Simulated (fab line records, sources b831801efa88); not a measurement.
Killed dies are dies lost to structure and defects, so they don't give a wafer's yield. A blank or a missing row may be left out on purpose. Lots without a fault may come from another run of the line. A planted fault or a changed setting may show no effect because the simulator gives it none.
fab line records | flow sky130
record lots=14 wafers=42 last_day=50
route steps=708 shown VIA4@651 METAL5@662 PAD_OPEN@701
lots that met no fault: from a run of the same line without faults
start_h: hours from the record's first day to the start of the lot's first wafer shown | wait_h: hours since the lot's step before | " the same as in the row above | L1.1+2: a row that stands for several wafers | - no value, or no start given | * or withheld: withheld | < > ~ a bound
route shown NAME@n: a module of which the file shows steps, and the number in the route of the first | usual: mean/standard deviation of fault-free wafers | same: alike in all rows | chamber/n: place in a boat | sites: the reading at each site | _std_site: their standard deviation | _edge_site: outer sites' mean less inner sites' | radius_mm: how far each site lies from the wafer's centre | mask NAME#n: copy n | behind: the tool/chamber that last shaped the wafer | hold: why the lot was held/for how many hours/how that ended | device: the transistor (n, p or np) that didn't switch | end of line: the same wafers' tests at the end of the route | a step without rows: its recipe alone | killed: dies lost to structure and defects at the first sort, not the wafer's yield | map: a wafer's dies, x killed, . not, _ none there
set.NAME: the setting as run; set.NAME@STEP: as run at that earlier step | model.NAME: the simulator's own value behind a step, which no gauge read
steps of the route over a sample of lots; a table a step, a row a wafer
services: from which hour (start_h, from the record's first day; less than 0 if before it) a tool's chamber was out of use, for how many hours, and why
## steps
# step SKY_VIA4_ETCH_12
# recipe target=SiO2 chemistry=C4F8/O2/Ar stop_on=TiN mask_material=NOVOLAK source_w=1500 bias_w=1200 pressure_mtorr=40 c4f8_flow_sccm=withheld O2_flow_sccm=6 Ar_flow_sccm=300 time_s=withheld target_depth_a=5800
# usual bias_w=1200/3.5 oes_product_au=0.925/0.0049 rf_fwd_power_W=1491/5.4
# columns lot.wafer tool chamber start_h wait_h bias_w oes_product_au rf_fwd_power_W
L988.1 rie_diel-01 3 1024.98 0.0 1200 0.930 1494
L988.4 " 2 " " 1202 0.932 1487
L988.5 " 3 " " 1200 0.925 1484
L989.2 rie_diel-01 1 1028.57 0.0 1198 0.930 1491
L989.3 " 1 " " 1196 0.917 1496
L989.6 " 3 " " 1204 0.923 1491
L990.1 rie_diel-01 1 1034.28 0.0 1202 0.929 1497
L990.2 " 3 " " 1202 0.921 1490
L990.6 " 3 " " 1204 0.923 1486
L991.3 rie_diel-03 1 1053.88 0.0 1200 0.921 1488
L991.4 " 1 " " 1204 0.931 1488
L991.5 " 2 " " 1194 0.926 1493
L992.1 rie_diel-04 3 1057.72 0.0 1199 0.929 1497
L992.2 " 0 " " 1200 0.932 1490
L992.5 " 3 " " 1201 0.925 1495
L993.2 rie_diel-03 1 1061.02 0.0 1202 0.915 1484
L993.3 " 3 " " 1196 0.934 1491
L993.6 " 3 " " 1195 0.924 1487
L994.1 rie_diel-01 3 1067.03 0.0 1196 0.920 1484
L994.3 " 2 " " 1200 0.917 1487
L994.5 " 3 " " 1203 0.924 1497
L995.1 rie_diel-03 3 1075.48 0.0 1198 0.927 1487
L995.3 " 2 " " 1196 0.927 1498
L995.4 " 3 " " 1201 0.927 1488
L996.4 rie_diel-03 3 1076.98 0.0 1198 0.932 1489
L996.5 " 0 " " 1207 0.926 1495
L996.6 " 3 " " 1206 0.920 1488
L997.2 rie_diel-04 1 1080.37 0.0 1198 0.919 1497
L997.3 " 2 " " 1197 0.933 1496
L997.6 " 2 " " 1200 0.926 1497
L101.1 rie_diel-03 1 1104.98 0.0 1196 0.926 1487
L101.2 " 3 " " 1192 0.925 1493
L101.5 " 1 " " 1199 0.924 1488
L106.2 rie_diel-04 0 1132.23 0.0 1203 0.925 1491
L106.5 " 3 " " 1203 0.926 1493
L106.6 " 0 " " 1206 0.927 1494
L105.1 rie_diel-04 1 1133.62 0.0 1198 0.938 1492
L105.4 " 3 " " 1198 0.926 1484
L105.5 " 2 " " 1198 0.921 1495
L108.3 rie_diel-01 2 1148.03 0.0 1200 0.929 1501
L108.4 " 1 " " 1199 0.914 1493
L108.5 " 3 " " 1194 0.923 1490
# step SKY_METAL5_SPUTTER_01
# recipe material=TiN target_thk_nm=20 power_w=6500 time_s=16.7 chamber_pressure_pa=0.4
# usual throttle_valve_pct=29.6/0.91
# columns lot.wafer tool chamber start_h wait_h throttle_valve_pct
L988.1 pvd_sputter-03 - 1026.40 0.0 28.9
L988.4 " - " " 29.2
L988.5 " - " " 30.7
L989.2 pvd_sputter-02 - 1029.99 0.0 28.9
L989.3 " - " " 29.2
L989.6 " - " " 29.4
L990.1 pvd_sputter-03 - 1035.78 0.0 28.2
L990.2 " - " " 29.2
L990.6 " - " " 28.2
L991.3 pvd_sputter-01 - 1055.26 0.0 29.2
L991.4 " - " " 31.1
L991.5 " - " " 28.9
L992.1 pvd_sputter-01 - 1059.14 0.0 31.3
L992.2 " - " " 30.9
L992.5 " - " " 29.4
L993.2 pvd_sputter-02 - 1062.75 0.0 29.9
L993.3 " - " " 30.0
L993.6 " - " " 29.8
L994.1 pvd_sputter-01 - 1068.73 0.0 29.2
L994.3 " - " " 31.0
L994.5 " - " " 31.1
L995.1 pvd_sputter-02 - 1076.87 0.0 28.6
L995.3 " - " " 29.8
L995.4 " - " " 29.6
L996.4 pvd_sputter-03 - 1078.41 0.0 29.2
L996.5 " - " " 28.8
L996.6 " - " " 30.7
L997.2 pvd_sputter-02 - 1081.77 0.0 29.5
L997.3 " - " " 29.9
L997.6 " - " " 29.2
L101.1 pvd_sputter-01 - 1106.44 0.0 30.9
L101.2 " - " " 29.0
L101.5 " - " " 29.2
L106.2 pvd_sputter-03 - 1133.90 0.0 30.5
L106.5 " - " " 31.0
L106.6 " - " " 29.1
L105.1 pvd_sputter-01 - 1135.52 0.0 29.2
L105.4 " - " " 29.3
L105.5 " - " " 30.9
L108.3 pvd_sputter-03 - 1150.32 0.0 29.1
L108.4 " - " " 28.3
L108.5 " - " " 28.4
# step SKY_METAL5_METAL_ETCH_15
# recipe target_depth_a=12600 stop_on=SiO2 over_etch_frac=0.2 time_s=252 chemistry=Cl2/BCl3 resist_sidewall_deg=86 pressure_mtorr=10 icp_w=900 bias_w=48.5 Cl2_flow_sccm=60 bcl3_flow_sccm=30
# usual bias_w=48.49/0.14 drypump_motor_current_A=5.9/0.32 oes_product_au=0.894/0.0055 rf_fwd_power_W=897.9/2.6 throttle_valve_pct=22.264/0.0093
# columns lot.wafer tool chamber start_h wait_h bias_w drypump_motor_current_A oes_product_au rf_fwd_power_W rf_hours_counter_h throttle_valve_pct
L988.1 rie_metal-02 1 1049.09 0.0 48.49 5.6 0.897 894.6 25 22.258
L988.4 " 0 " " 48.33 6.0 0.903 901.3 - 22.264
L988.5 " 1 " " 48.43 5.5 0.894 896.2 - 22.281
L989.2 rie_metal-01 1 1052.03 0.0 48.52 5.5 0.896 898.0 3 22.259
L989.3 " 0 " " 48.41 6.0 0.899 897.5 - 22.267
L989.6 " 1 " " 48.38 5.5 0.902 901.1 - 22.256
L990.1 rie_metal-01 0 1058.13 0.0 48.52 6.0 0.901 900.3 8 22.270
L990.2 " 1 " " 48.17 5.5 0.899 896.9 4 22.250
L990.6 " 0 " " 48.40 6.0 0.896 903.6 - 22.253
L991.3 rie_metal-01 0 1076.16 0.1 48.30 6.0 0.899 897.6 - 22.257
L991.4 " 1 " " 48.49 5.5 0.887 902.1 - 22.271
L991.5 " 1 " " 48.52 5.5 0.906 899.6 - 22.272
L992.1 rie_metal-03 0 1081.82 0.0 48.50 5.9 0.891 897.9 1 22.260
L992.2 " 1 " " 48.45 6.4 0.898 898.7 15 22.260
L992.5 " 1 " " 48.24 6.4 0.884 898.7 - 22.276
L993.2 rie_metal-03 1 1084.38 0.0 48.55 6.4 0.902 896.0 15 22.254
L993.3 " 1 " " 48.30 6.4 0.892 899.1 - 22.256
L993.6 " 0 " " 48.60 5.9 0.904 895.5 - 22.281
L994.1 rie_metal-02 0 1090.33 0.0 48.73 6.0 0.894 902.7 26 22.266
L994.3 " 1 " " 48.57 5.5 0.897 899.5 - 22.261
L994.5 " 1 " " 48.47 5.6 0.888 897.5 - 22.266
L995.1 rie_metal-01 1 1097.22 0.0 48.67 5.5 0.892 901.2 6 22.247
L995.3 " 1 " " 48.74 5.4 0.886 897.1 - 22.272
L995.4 " 0 " " 48.28 6.0 0.898 898.7 - 22.264
L996.4 rie_metal-03 0 1098.96 0.1 48.32 5.9 0.889 894.2 - 22.261
L996.5 " 0 " " 48.54 5.9 0.888 895.5 - 22.266
L996.6 " 1 " " 48.45 6.4 0.897 891.6 - 22.258
L997.2 rie_metal-02 0 1103.19 0.0 48.57 6.0 0.893 893.5 27 22.265
L997.3 " 1 " " 48.61 5.6 0.899 895.3 - 22.252
L997.6 " 1 " " 48.76 5.6 0.884 896.2 - 22.268
L101.1 rie_metal-02 0 1126.68 0.0 48.18 6.0 0.889 891.8 29 22.262
L101.2 " 1 " " 48.65 5.6 0.894 895.1 4 22.248
L101.5 " 0 " " 48.28 6.0 0.890 896.3 - 22.258
L106.2 rie_metal-02 1 1152.48 0.1 48.57 5.6 0.698 895.9 - 22.259
L106.5 " 1 " " 48.52 5.6 0.692 901.0 - 22.256
L106.6 " 1 " " 48.43 5.6 0.887 897.4 - 22.261
L105.1 rie_metal-02 1 1154.50 0.1 48.43 5.6 0.897 901.8 7 22.253
L105.4 " 1 " " 48.50 5.6 0.899 899.2 - 22.262
L105.5 " 1 " " 48.54 5.6 0.706 899.5 - 22.261
L108.3 rie_metal-03 0 1167.25 0.1 48.57 5.9 0.889 897.5 - 22.259
L108.4 " 1 " " 48.45 6.4 0.888 899.2 - 22.264
L108.5 " 0 " " 48.43 5.9 0.899 897.9 - 22.269
# step SKY_METAL5_STRIP_16
# recipe chemistry=O2/N2 power_w=1400 pressure_mtorr=1500 platen_temp_c=withheld o2_flow_sccm=3000 n2_flow_sccm=300 overash_fraction=0.5
# usual drypump_motor_current_A=5.4/0.47 oes_product_au=0.711/0.0045 strip_time_to_endpoint_s=13.04/0.18
# columns lot.wafer tool chamber start_h wait_h drypump_motor_current_A oes_product_au rf_hours_counter_h strip_time_to_endpoint_s
L988.1 plasma_asher-04 0 1049.41 0.2 4.8 0.707 33 13.03
L988.4 " 0 " " 4.8 0.709 - 12.82
L988.5 " 1 " " 6.1 0.713 - 13.08
L989.2 plasma_asher-01 1 1052.27 0.2 5.4 0.709 87 13.12
L989.3 " 0 " " 5.9 0.708 - 13.23
L989.6 " 0 " " 5.9 0.709 - 12.99
L990.1 plasma_asher-04 0 1058.37 0.2 4.8 0.708 34 13.25
L990.2 " 1 " " 6.1 0.709 34 13.11
L990.6 " 1 " " 6.1 0.714 - 13.24
L991.3 plasma_asher-04 0 1076.35 0.1 4.8 0.710 - 13.28
L991.4 " 1 " " 6.1 0.714 - 13.07
L991.5 " 0 " " 4.8 0.712 - 13.13
L992.1 plasma_asher-04 0 1082.05 0.2 4.8 0.711 36 12.89
L992.2 " 1 " " 6.1 0.706 36 12.80
L992.5 " 1 " " 6.1 0.711 - 12.74
L993.2 plasma_asher-01 0 1084.62 0.2 5.9 0.700 91 12.70
L993.3 " 0 " " 5.9 0.711 - 12.77
L993.6 " 1 " " 5.4 0.715 - 12.82
L994.1 plasma_asher-02 1 1090.57 0.2 5.1 0.706 68 12.95
L994.3 " 0 " " 5.2 0.711 - 13.24
L994.5 " 0 " " 5.2 0.712 - 13.13
L995.1 plasma_asher-02 1 1097.45 0.2 5.1 0.707 69 13.07
L995.3 " 0 " " 5.2 0.715 - 13.00
L995.4 " 1 " " 5.1 0.704 - 13.11
L996.4 plasma_asher-04 1 1099.15 0.1 6.1 0.712 - 13.00
L996.5 " 1 " " 6.1 0.720 - 13.17
L996.6 " 0 " " 4.9 0.704 - 12.90
L997.2 plasma_asher-02 0 1103.51 0.2 5.2 0.710 70 13.00
L997.3 " 0 " " 5.2 0.719 - 13.25
L997.6 " 0 " " 5.2 0.707 - 13.18
L101.1 plasma_asher-02 0 1126.92 0.2 5.2 0.709 72 12.86
L101.2 " 1 " " 5.1 0.720 72 13.36
L101.5 " 1 " " 5.1 0.710 - 12.84
L106.2 plasma_asher-01 0 1152.87 0.3 5.9 0.707 96 17.16
L106.5 " 1 " " 5.4 0.719 - 17.21
L106.6 " 0 " " 5.9 0.700 - 13.25
L105.1 plasma_asher-02 0 1154.97 0.4 5.2 0.708 74 13.20
L105.4 " 1 " " 5.1 0.708 - 13.24
L105.5 " 0 " " 5.2 0.711 - 17.24
L108.3 plasma_asher-02 0 1167.44 0.1 5.2 0.712 - 12.80
L108.4 " 1 " " 5.1 0.708 - 12.76
L108.5 " 0 " " 5.2 0.710 - 12.93
# step SKY_PAD_OPEN_ETCH_07
# recipe chemistry=CF4/O2 target_depth_nm=725 stop_on=AlCu source_w=800 bias_w=150 pressure_mtorr=150 cf4_flow_sccm=80 O2_flow_sccm=10 time_s=161.1
# usual bias_w=149.9/0.5 drypump_motor_current_A=5.5/0.52 oes_product_au=0.977/0.0069 rf_fwd_power_W=796.7/2.1 throttle_valve_pct=5.964/0.011
# columns lot.wafer tool chamber start_h wait_h bias_w drypump_motor_current_A oes_product_au rf_fwd_power_W rf_hours_counter_h throttle_valve_pct
L988.1 rie_diel-01 1 1093.45 - 150.3 4.7 0.980 800.2 15 5.960
L988.4 " 2 " " 149.6 5.8 0.979 796.2 22 5.972
L988.5 " 0 " " 149.5 5.6 0.977 795.1 - 5.971
L989.2 rie_diel-01 3 1095.50 - 150.3 5.5 0.973 799.4 15 5.962
L989.3 " 0 " " 150.6 5.6 0.980 796.2 0 5.962
L989.6 " 1 " " 149.9 4.7 0.975 793.2 - 5.966
L990.1 rie_diel-03 3 1102.15 - 149.1 6.3 0.981 797.6 16 5.961
L990.2 " 2 " " 149.8 6.5 0.975 795.1 23 5.961
L990.6 " 1 " " 149.9 5.4 0.982 799.0 - 5.985
L991.3 rie_diel-03 0 1117.80 - 150.5 5.0 0.967 796.3 1 5.953
L991.4 " 0 " " 150.3 5.0 0.975 796.3 - 5.954
L991.5 " 1 " " 150.4 5.4 0.978 798.0 - 5.967
L992.1 rie_diel-01 2 1123.50 - 150.3 5.8 0.972 796.1 23 5.972
L992.2 " 1 " " 149.8 4.7 0.985 795.9 16 5.958
L992.5 " 0 " " 150.4 5.6 0.988 793.8 - 5.988
L993.2 rie_diel-01 0 1126.00 - 149.4 5.6 0.969 795.8 1 5.961
L993.3 " 3 " " 150.0 5.5 0.968 797.3 16 5.973
L993.6 " 1 " " 149.2 4.7 0.977 793.3 - 5.958
L994.1 rie_diel-03 3 1131.90 - 149.6 6.3 0.967 797.5 17 5.950
L994.3 " 2 " " 150.4 6.5 0.972 794.7 24 5.974
L994.5 " 1 " " 149.6 5.4 0.971 794.2 - 5.968
L995.1 rie_diel-03 1 1138.20 - 149.7 5.4 0.978 795.1 23 5.953
L995.3 " 3 " " 148.7 6.2 0.986 796.2 18 5.961
L995.4 " 0 " " 150.0 5.0 0.967 801.1 2 5.966
L996.4 rie_diel-01 1 1139.70 - 150.2 4.7 0.984 799.2 17 5.979
L996.5 " 2 " " 150.4 5.8 0.967 796.0 - 5.940
L996.6 " 3 " " 149.5 5.4 0.979 798.7 - 5.967
L997.2 rie_diel-03 0 1143.40 - 150.3 5.0 0.976 799.4 2 5.973
L997.3 " 1 " " 149.5 5.4 0.979 801.2 23 5.963
L997.6 " 3 " " 149.4 6.2 0.993 799.2 - 5.956
L101.1 rie_diel-02 1 1164.65 - 150.1 5.2 0.974 792.3 3 5.946
L101.2 " 3 " " 151.0 5.1 0.967 800.0 29 5.949
L101.5 " 1 " " 149.9 5.2 0.977 796.3 - 5.970
L106.6 rie_diel-01 3 1187.45 - 149.6 5.5 0.982 796.1 - 5.971
L105.1 rie_diel-01 2 1189.75 - 149.4 5.8 0.972 798.9 27 5.954
L105.4 " 1 " " 150.2 4.7 0.990 798.1 - 5.959
L108.3 rie_diel-02 1 1198.65 - 149.9 5.2 0.987 797.4 5 5.962
L108.4 " 2 " " 150.2 5.8 0.990 793.2 23 5.954
L108.5 " 3 " " 149.5 5.1 0.985 795.0 - 5.977
## services
# columns tool chamber start_h hours kind
pvd_sputter-01 - 1002.17 5.9 repair
rie_diel-02 1 1005.28 4.9 repair
rie_diel-02 2 1008.70 1.4 repair
rie_diel-02 3 1015.22 9.9 repair
rie_diel-01 0 1019.21 10.6 repair
rie_diel-02 1 1020.27 15.3 repair
rie_diel-01 2 1027.54 3.2 repair
pvd_sputter-01 - 1028.30 3.0 repair
rie_diel-03 0 1052.87 6.0 repair
rie_diel-01 0 1067.99 - clean
rie_diel-01 0 1067.99 22.4 scheduled_down
rie_diel-01 0 1067.99 22.4 vent_cycle
rie_metal-02 - 1068.22 0.7 repair
rie_diel-03 - 1087.40 2.8 pm
plasma_asher-01 - 1088.08 15.6 repair
rie_diel-03 2 1115.81 4.3 repair
rie_metal-02 - 1123.47 0.9 repair
rie_diel-02 2 1148.98 11.1 repair
rie_diel-01 - 1163.50 0.5 repair
rie_diel-03 3 1164.47 2.6 repair
rie_diel-03 3 1169.99 1.8 repair
plasma_asher-04 - 1171.88 1.0 repair
pvd_sputter-02 - 1186.85 9.1 repair
pvd_sputter-02 - 1190.82 0.8 repair
## key
first_sign step=SKY_METAL5_METAL_ETCH_15 reading=oes_product_au direction=down sigmas=36 usual=0.894 struck=0.699
effect step=SKY_METAL5_STRIP_16 reading=strip_time_to_endpoint_s direction=up sigmas=23 usual=* struck=*
met_at SKY_METAL5_METAL_ETCH_15
struck_lots L105,L106
struck_wafers L105.5,L106.2,L106.5
later_rows_left_out L105.5,L106.2,L106.5
sort_left_out L105.5,L106.2,L106.5
not_acting_at SKY_VIA4_ETCH_12,SKY_METAL5_SPUTTER_01,SKY_PAD_OPEN_ETCH_07
onset_between 1126.68 1152.48
fault kind=process_parameter_drift tool=rie_metal-02 chamber=- onset_h=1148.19 steps=SKY_METAL5_METAL_ETCH_15 channel=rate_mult offset=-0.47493 shape=step end_h=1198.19 scope=struck_wafers_only
# sort_left_out: the simulated sort isn't trusted on such a fault, so these wafers' sort isn't shown, and their yield isn't known
# later_rows_left_out: the simulator's readings of these wafers behind a module that went badly wrong aren't trusted and aren't shown, but for the sort
